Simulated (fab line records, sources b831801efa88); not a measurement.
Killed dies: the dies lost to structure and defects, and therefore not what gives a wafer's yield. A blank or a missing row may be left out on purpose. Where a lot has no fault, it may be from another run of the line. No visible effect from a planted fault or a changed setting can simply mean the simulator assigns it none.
fab line records | flow sfq-line
record: lots: 14 | wafers: 42 | last-day: 91
route steps=325 shown I0@43 M1@60 I1@80
lots that met no fault: taken from a fault-free run of the same line
start-h: the number of hours between the record's first day and the start of the first shown wafer of the lot | wait-h: hours elapsed since this lot's preceding step | " the same as in the row above | L1.1+2: several wafers, shown together as one row | - either no value or no given start | * or withheld: withheld | < > ~ a bound
route shown NAME@n: NAME is a module with steps in the file, n the number in the route of the first one | usual: mean/standard deviation of fault-free wafers | same: alike in all rows | chamber/n: place in a boat | sites: per-site readings | _std_site: their standard deviation | _edge_site: the outer-site mean with the inner-site mean subtracted | radius-mm: for every site, how far away it sits from the centre of the wafer | mask NAME#n: copy n | behind: the tool/chamber that last shaped the wafer | hold: the reason the lot was held/the length of the hold in hours/how it ended | device: the transistor (n, p or np) that didn't switch | end of line: tests run on the same wafers once the route is complete | a step without rows: its recipe alone | killed: the dies lost at the first sort to structure and to defects; this is not the yield of the wafer | map: a wafer's dies, x killed, . not, _ none there
set.NAME: the setting as run; set.NAME@STEP: as run at that earlier step | model.NAME: the simulator's own value behind a step, which no gauge read
route steps across a sampled set of lots; one table per step, one row per wafer
services: from which hour (start-h, from the record's first day; less than 0 if before it) a tool's chamber was out of use, for how many hours, and why
== steps ==
step: SFQ_TRILAYER_I0_DEP_PECVD_027
recipe: material: SiO2 | temp-c: 150 | time-s: 111.11 | pressure-torr: 2.4 | rf-w: 183.3 | precursor: SiH4/N2O | target-thk-nm: 500
usual: chamber-pressure-Torr: 2.399/0.0051 | heater-power-w: 98/10 | throttle-valve-pct: 24.2/1
lot.wafer | tool     | chamber | start-h | wait-h | chamber-pressure-Torr | heater-power-w | throttle-valve-pct
L186.4    | pecvd-01 | 0       | 240.83  | 0.0    | 2.395                 | 97             | 23.7
L186.5    | "        | 2       | "       | "      | 2.406                 | 101            | 23.1
L186.6    | "        | 1       | "       | "      | 2.406                 | 110            | 22.9
L189.1    | pecvd-01 | 1       | 264.79  | 0.0    | 2.407                 | 110            | 22.9
L189.2    | "        | 2       | "       | "      | 2.393                 | 99             | 23.4
L189.4    | "        | 0       | "       | "      | 2.388                 | 85             | 23.4
L191.1    | pecvd-01 | 2       | 287.59  | 0.0    | 2.393                 | 95             | 23.4
L191.2    | "        | 1       | "       | "      | 2.396                 | 101            | 22.8
L191.3    | "        | 0       | "       | "      | 2.397                 | 102            | 23.8
L194.3    | pecvd-02 | 2       | 306.79  | 0.0    | 2.403                 | 114            | 24.8
L194.5    | "        | 1       | "       | "      | 2.407                 | 85             | 25.2
L194.6    | "        | 0       | "       | "      | 2.382                 | 98             | 25.8
L195.4    | pecvd-02 | 2       | 312.62  | 0.0    | 2.404                 | 119            | 24.8
L195.5    | "        | 1       | "       | "      | 2.400                 | 80             | 25.2
L195.6    | "        | 0       | "       | "      | 2.407                 | 103            | 25.9
L198.3    | pecvd-04 | 0       | 325.78  | 0.0    | 2.390                 | 94             | 23.1
L198.4    | "        | 0       | "       | "      | 2.402                 | 96             | 22.8
L198.6    | "        | 1       | "       | "      | 2.407                 | 81             | 23.8
L199.2    | pecvd-02 | 1       | 328.18  | 0.0    | 2.394                 | 96             | 25.3
L199.3    | "        | 0       | "       | "      | 2.402                 | 111            | 26.0
L199.4    | "        | 2       | "       | "      | 2.396                 | 113            | 24.5
L203.2    | pecvd-02 | 0       | 388.18  | 0.0    | 2.396                 | 106            | 25.8
L203.4    | "        | 0       | "       | "      | 2.395                 | 109            | 25.9
L203.6    | "        | 1       | "       | "      | 2.394                 | 79             | 25.1
L204.4    | pecvd-01 | 1       | 399.02  | 0.0    | 2.398                 | 103            | 23.5
L204.5    | "        | 0       | "       | "      | 2.400                 | 104            | 23.9
L204.6    | "        | 2       | "       | "      | 2.406                 | 98             | 23.3
L205.1    | pecvd-01 | 1       | 407.38  | 0.0    | 2.394                 | 109            | 23.4
L205.5    | "        | 0       | "       | "      | 2.397                 | 85             | 24.1
L205.6    | "        | 1       | "       | "      | 2.396                 | 92             | 23.4
L206.1    | pecvd-02 | 0       | 417.11  | 0.0    | 2.401                 | 109            | 26.0
L206.4    | "        | 1       | "       | "      | 2.392                 | 95             | 25.1
L206.6    | "        | 2       | "       | "      | 2.398                 | 93             | 25.0
L207.1    | pecvd-02 | 2       | 430.31  | 0.0    | 2.396                 | 111            | 24.9
L207.5    | "        | 0       | "       | "      | 2.405                 | 112            | 26.0
L207.6    | "        | 1       | "       | "      | 2.394                 | 88             | 25.2
L208.2    | pecvd-02 | 1       | 439.91  | 0.0    | 2.402                 | 91             | 25.4
L208.4    | "        | 1       | "       | "      | 2.394                 | 95             | 25.3
L208.5    | "        | 0       | "       | "      | 2.398                 | 108            | 25.8
L209.2    | pecvd-01 | 0       | 459.40  | 0.0    | 2.401                 | 101            | 24.0
L209.4    | "        | 2       | "       | "      | 2.405                 | 111            | 23.8
L209.5    | "        | 0       | "       | "      | 2.406                 | 103            | 24.0
step: SFQ_TRILAYER_I0_VIA_STRIP_STRIP_035
recipe: gas: O2 | power-w: 200 | platen-temp-c: 40 | overash-fraction: 0.65 | chemistry: O2 | pressure-mtorr: 50
usual: drypump-motor-current-A: 6.2/0.33 | oes-product-au: 1.001/0.0066
lot.wafer | tool         | chamber | start-h | wait-h | drypump-motor-current-A | oes-product-au | rf-hours-counter-h
L186.4    | rie-metal-02 | 0       | 364.77  | -      | 6.1                     | 1.000          | -
L186.5    | "            | 1       | "       | "      | 5.5                     | 0.998          | -
L186.6    | "            | 0       | "       | "      | 6.1                     | 1.003          | -
L189.1    | rie-metal-03 | 1       | 392.17  | -      | 6.0                     | 1.011          | 28
L189.2    | "            | 0       | "       | "      | 6.4                     | 1.008          | 42
L189.4    | "            | 1       | "       | "      | 6.1                     | 1.016          | -
L191.1    | rie-metal-03 | 0       | 415.10  | -      | 6.4                     | 0.987          | 45
L191.2    | "            | 1       | "       | "      | 6.1                     | 0.997          | 31
L191.3    | "            | 0       | "       | "      | 6.3                     | 1.003          | -
L194.3    | rie-metal-04 | 0       | 451.50  | -      | 6.5                     | 1.000          | -
L194.5    | "            | 0       | "       | "      | 6.5                     | 1.006          | -
L194.6    | "            | 0       | "       | "      | 6.5                     | 0.997          | -
L195.4    | rie-metal-04 | 0       | 455.59  | -      | 6.4                     | 1.008          | -
L195.5    | "            | 0       | "       | "      | 6.5                     | 1.011          | -
L195.6    | "            | 0       | "       | "      | 6.4                     | 1.008          | -
L198.3    | rie-metal-03 | 0       | 475.59  | -      | 6.4                     | 0.989          | -
L198.4    | "            | 1       | "       | "      | 6.0                     | 1.011          | -
L198.6    | "            | 0       | "       | "      | 6.4                     | 0.998          | -
L199.2    | rie-metal-04 | 1       | 479.19  | -      | 6.6                     | 0.990          | -
L199.3    | "            | 1       | "       | "      | 6.5                     | 0.995          | -
L199.4    | "            | 1       | "       | "      | 6.6                     | 1.002          | -
L203.2    | rie-metal-02 | 1       | 541.17  | -      | 5.6                     | 0.992          | 12
L203.4    | "            | 0       | "       | "      | 6.1                     | 0.993          | -
L203.6    | "            | 1       | "       | "      | 5.6                     | 1.000          | -
L204.4    | rie-metal-02 | 0       | 554.57  | -      | 6.1                     | 1.003          | -
L204.5    | "            | 1       | "       | "      | 5.6                     | 0.996          | -
L204.6    | "            | 0       | "       | "      | 6.1                     | 0.998          | -
L205.1    | rie-metal-02 | 1       | 566.37  | -      | 5.6                     | 1.005          | 15
L205.5    | "            | 0       | "       | "      | 6.1                     | 0.996          | -
L205.6    | "            | 1       | "       | "      | 5.6                     | 1.006          | -
L206.1    | rie-metal-03 | 1       | 574.77  | -      | 6.0                     | 1.003          | 50
L206.4    | "            | 0       | "       | "      | 6.3                     | 1.002          | -
L206.6    | "            | 0       | "       | "      | 6.4                     | 0.998          | -
L207.1    | rie-metal-04 | 1       | 593.60  | -      | 6.7                     | 0.990          | 19
L207.5    | "            | 0       | "       | "      | 6.4                     | 1.010          | -
L207.6    | "            | 1       | "       | "      | 6.6                     | 1.000          | -
L208.2    | rie-metal-04 | 1       | 600.80  | -      | 6.6                     | 0.995          | 20
L208.4    | "            | 1       | "       | "      | 6.6                     | 0.993          | -
L208.5    | "            | 0       | "       | "      | 6.4                     | 1.017          | -
L209.2    | rie-metal-03 | 1       | 622.97  | -      | 6.0                     | 0.998          | 58
L209.4    | "            | 0       | "       | "      | 6.4                     | 0.999          | -
L209.5    | "            | 0       | "       | "      | 6.4                     | 1.005          | -
step: SFQ_M1_RS_MEAS_909
recipe: thk-meas-gauge: four-point-probe | reads: Nb_of_TRILAYER_M1_DEP_SPUTTER_037
usual: M1_NB_RS: 0.884/0.0099
lot.wafer | tool          | chamber | start-h | wait-h | M1_NB_RS[ohm/sq]
L186.4    | film-metro-01 | -       | 365.53  | 0.1    | 0.893
L186.5    | "             | -       | "       | "      | 0.891
L186.6    | "             | -       | "       | "      | 0.901
L189.1    | film-metro-03 | -       | 393.07  | 0.0    | 0.883
L189.2    | "             | -       | "       | "      | 0.886
L189.4    | "             | -       | "       | "      | 0.887
L191.1    | film-metro-02 | -       | 415.99  | 0.0    | 0.887
L191.2    | "             | -       | "       | "      | 0.902
L191.3    | "             | -       | "       | "      | 0.898
L194.3    | film-metro-03 | -       | 452.63  | 0.1    | 0.894
L194.5    | "             | -       | "       | "      | 0.888
L194.6    | "             | -       | "       | "      | 0.892
L195.4    | film-metro-01 | -       | 456.54  | 0.1    | 0.882
L195.5    | "             | -       | "       | "      | 0.880
L195.6    | "             | -       | "       | "      | 0.886
L198.3    | film-metro-01 | -       | 476.32  | 0.1    | 0.883
L198.4    | "             | -       | "       | "      | 0.886
L198.6    | "             | -       | "       | "      | 0.883
L199.2    | film-metro-01 | -       | 480.50  | 0.1    | 0.870
L199.3    | "             | -       | "       | "      | 0.875
L199.4    | "             | -       | "       | "      | 0.878
L203.2    | film-metro-02 | -       | 542.09  | 0.1    | 0.898
L203.4    | "             | -       | "       | "      | 0.901
L203.6    | "             | -       | "       | "      | 0.897
L204.4    | film-metro-03 | -       | 555.33  | 0.1    | 0.874
L204.5    | "             | -       | "       | "      | 0.870
L204.6    | "             | -       | "       | "      | 0.875
L205.1    | film-metro-02 | -       | 567.27  | 0.0    | 0.885
L205.5    | "             | -       | "       | "      | 0.881
L205.6    | "             | -       | "       | "      | 0.875
L206.1    | film-metro-01 | -       | 575.87  | 0.0    | 0.887
L206.4    | "             | -       | "       | "      | 0.896
L206.6    | "             | -       | "       | "      | 0.889
L207.1    | film-metro-01 | -       | 594.49  | 0.0    | 0.887
L207.5    | "             | -       | "       | "      | 0.876
L207.6    | "             | -       | "       | "      | 0.886
L208.2    | film-metro-03 | -       | 601.71  | 0.1    | 0.884
L208.4    | "             | -       | "       | "      | 0.887
L208.5    | "             | -       | "       | "      | 0.893
L209.2    | film-metro-01 | -       | 623.88  | 0.1    | 0.892
L209.4    | "             | -       | "       | "      | 0.897
L209.5    | "             | -       | "       | "      | 0.899
step: SFQ_TRILAYER_I1_VIA_LITHO_EXPOSE_050
recipe: mask-id: I1 | na: 0.6 | source-shape: conventional | sigma-outer: 0.65 | target-cd-nm: 500 | dose-mj: 21.3
usual: exposure-dose-mJ-cm2: 21.298/0.021 | focus-offset-nm: -0.1/0.54
lot.wafer | tool           | chamber | start-h | wait-h | mask | exposure-dose-mJ-cm2 | focus-offset-nm
L186.4    | krf-scanner-02 | 0       | 672.24  | -      | I1#0 | 21.293               | -0.3
L186.5    | "              | 0       | "       | "      | I1#0 | 21.296               | -1.0
L186.6    | "              | 0       | "       | "      | I1#0 | 21.270               | 0.1
L189.1    | krf-scanner-01 | 0       | 699.06  | -      | I1#0 | 21.295               | -0.4
L189.2    | "              | 0       | "       | "      | I1#0 | 21.327               | -0.5
L189.4    | "              | 0       | "       | "      | I1#0 | 21.332               | 0.1
L191.1    | krf-scanner-01 | 0       | 720.66  | -      | I1#0 | 21.298               | 0.2
L191.2    | "              | 0       | "       | "      | I1#0 | 21.272               | 0.1
L191.3    | "              | 0       | "       | "      | I1#0 | 21.304               | 0.3
L194.3    | krf-scanner-02 | 0       | 750.36  | -      | I1#0 | 21.295               | -0.2
L194.5    | "              | 0       | "       | "      | I1#0 | 21.301               | 0.2
L194.6    | "              | 0       | "       | "      | I1#0 | 21.288               | 0.5
L195.4    | krf-scanner-02 | 0       | 753.71  | -      | I1#0 | 21.276               | -0.3
L195.5    | "              | 0       | "       | "      | I1#0 | 21.270               | -0.6
L195.6    | "              | 0       | "       | "      | I1#0 | 21.275               | -0.6
L198.3    | krf-scanner-02 | -       | 767.91  | -      | I1#0 | -                    | -
L198.4    | "              | -       | "       | "      | I1#0 | -                    | -
L198.6    | "              | -       | "       | "      | I1#0 | -                    | -
L199.2    | krf-scanner-01 | -       | 771.43  | -      | I1#0 | -                    | -
L199.3    | "              | -       | "       | "      | I1#0 | -                    | -
L199.4    | "              | -       | "       | "      | I1#0 | -                    | -
L203.2    | krf-scanner-01 | 0       | 823.03  | -      | I1#0 | 21.293               | -0.6
L203.4    | "              | 0       | "       | "      | I1#0 | 21.258               | 0.1
L203.6    | "              | 0       | "       | "      | I1#0 | 21.264               | -0.1
L204.4    | krf-scanner-01 | 0       | 844.93  | -      | I1#0 | 21.339               | 0.0
L204.5    | "              | 0       | "       | "      | I1#0 | 21.324               | -0.3
L204.6    | "              | 0       | "       | "      | I1#0 | 21.288               | -0.8
L205.1    | krf-scanner-01 | 0       | 869.53  | -      | I1#0 | 21.342               | 0.7
L205.5    | "              | 0       | "       | "      | I1#0 | 21.306               | -0.5
L205.6    | "              | 0       | "       | "      | I1#0 | 21.315               | -0.1
L206.1    | krf-scanner-02 | 0       | 883.73  | -      | I1#0 | 21.303               | 0.9
L206.4    | "              | 0       | "       | "      | I1#0 | 21.293               | 0.2
L206.6    | "              | 0       | "       | "      | I1#0 | 21.304               | 0.4
L207.1    | krf-scanner-02 | 0       | 906.53  | -      | I1#0 | 21.287               | 0.2
L207.5    | "              | 0       | "       | "      | I1#0 | 21.295               | 0.4
L207.6    | "              | 0       | "       | "      | I1#0 | 21.286               | 0.1
L208.2    | krf-scanner-02 | 0       | 909.13  | -      | I1#0 | 21.355               | -1.2
L208.4    | "              | 0       | "       | "      | I1#0 | 21.323               | 0.8
L208.5    | "              | 0       | "       | "      | I1#0 | 21.336               | 0.7
L209.2    | krf-scanner-01 | 0       | 923.45  | -      | I1#0 | 21.314               | -0.4
L209.4    | "              | 0       | "       | "      | I1#0 | 21.341               | -0.3
L209.5    | "              | 0       | "       | "      | I1#0 | 21.281               | -0.4
== services ==
tool           | chamber | start-h | hours | kind
krf-scanner-02 | -       | 244.21  | 0.8   | pm
krf-scanner-02 | -       | 252.16  | 4.0   | pm
krf-scanner-02 | -       | 261.71  | 1.7   | repair
krf-scanner-02 | -       | 270.58  | 1.0   | pm
krf-scanner-02 | -       | 303.98  | 1.3   | pm
krf-scanner-01 | -       | 305.49  | 1.3   | pm
krf-scanner-01 | -       | 306.79  | 0.8   | pm
krf-scanner-01 | -       | 330.90  | 0.8   | pm
krf-scanner-01 | -       | 331.65  | 1.0   | pm
pecvd-02       | -       | 357.12  | 6.0   | pm
pecvd-02       | -       | 367.51  | 5.5   | pm
pecvd-02       | 2       | 380.22  | 3.8   | repair
pecvd-02       | -       | 381.36  | 2.8   | pm
krf-scanner-02 | -       | 413.28  | 0.8   | pm
krf-scanner-02 | -       | 438.39  | 1.0   | pm
krf-scanner-01 | -       | 453.18  | 1.3   | repair
krf-scanner-02 | -       | 479.70  | 1.3   | pm
krf-scanner-01 | -       | 481.03  | 1.3   | pm
krf-scanner-01 | -       | 500.33  | 0.8   | pm
krf-scanner-01 | -       | 501.08  | 1.0   | pm
krf-scanner-01 | -       | 517.80  | 0.3   | repair
krf-scanner-01 | -       | 546.71  | 4.0   | pm
krf-scanner-01 | -       | 561.47  | 2.2   | repair
pecvd-02       | -       | 563.75  | 14.0  | pm
== key ==
first-sign: step: SFQ_TRILAYER_I1_VIA_LITHO_EXPOSE_050 | reading: tool-record | direction: missing
effect none on later readings
met-at SFQ_TRILAYER_I1_VIA_LITHO_EXPOSE_050
struck-lots L198,L199
not-acting-at SFQ_TRILAYER_I0_DEP_PECVD_027,SFQ_TRILAYER_I0_VIA_STRIP_STRIP_035,SFQ_M1_RS_MEAS_909
onset-between 753.71 767.91
fault: kind: skipped-step-whole | tool: krf-scanner-01,krf-scanner-02 | chamber: - | onset-h: 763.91 | steps: SFQ_TRILAYER_I1_VIA_LITHO_EXPOSE_050 | scope: struck-lots-only
